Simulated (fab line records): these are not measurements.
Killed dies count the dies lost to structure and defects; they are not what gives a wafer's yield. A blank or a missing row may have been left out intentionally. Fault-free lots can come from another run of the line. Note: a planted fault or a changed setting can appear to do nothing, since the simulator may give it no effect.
Chamber matching | flow sky130 | SKY_VIA3_ETCH_15 on rieDiel-04: 4 sister chambers
The step etches SiO2 in C4F8/O2/Ar, stops on TiN, target depth 507 nm, time 78 s. 4 wafers are shown with their chamber, then 7 later ones without.

== WAFERS PAIRED WITH THEIR CHAMBERS ==
wafer  | chamber | oesProductAu (a.u.)
L089.1 | 0       | 0.955
L089.3 | 3       | 0.951
L089.4 | 2       | 0.945
L089.5 | 1       | 0.941

== WAFERS MISSING THEIR CHAMBER ==
wafer  | oesProductAu (a.u.)
L089.6 | 0.948
L088.1 | 0.948
L088.4 | 0.947
L088.5 | 0.943
L093.1 | 0.942
L093.4 | 0.944
L093.5 | 0.943

== THE CHAMBER EACH PASSED THROUGH ==
wafer  | from the rows above               | in truth
L089.6 | can't be placed: 2 or 3 or 0 or 1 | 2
L088.1 | can't be placed: 2 or 3 or 0 or 1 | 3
L088.4 | can't be placed: 2 or 3 or 1      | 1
L088.5 | can't be placed: 1 or 2           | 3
L093.1 | can't be placed: 1 or 2           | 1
L093.4 | can't be placed: 2 or 1           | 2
L093.5 | can't be placed: 1 or 2           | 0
Correct placement for 0 of the 7. Not placeable from these rows: 7 (in 5, the candidates include the true chamber). Number placed wrongly: 0.
How it was worked out, from the rows above alone: a wafer's distance from a chamber is the root of the sum, over the readings, of the square of ((its reading less the chamber's mean) divided by the reading's scatter). The wafer belongs to the nearest chamber; if the next one is less than 2 further off, it can't be placed. The mean given for a chamber averages the wafers shown for that chamber. The scatter (one wafer shown for each chamber): square how far every hidden wafer sits from the nearest shown wafer, average those squares and take the square root.
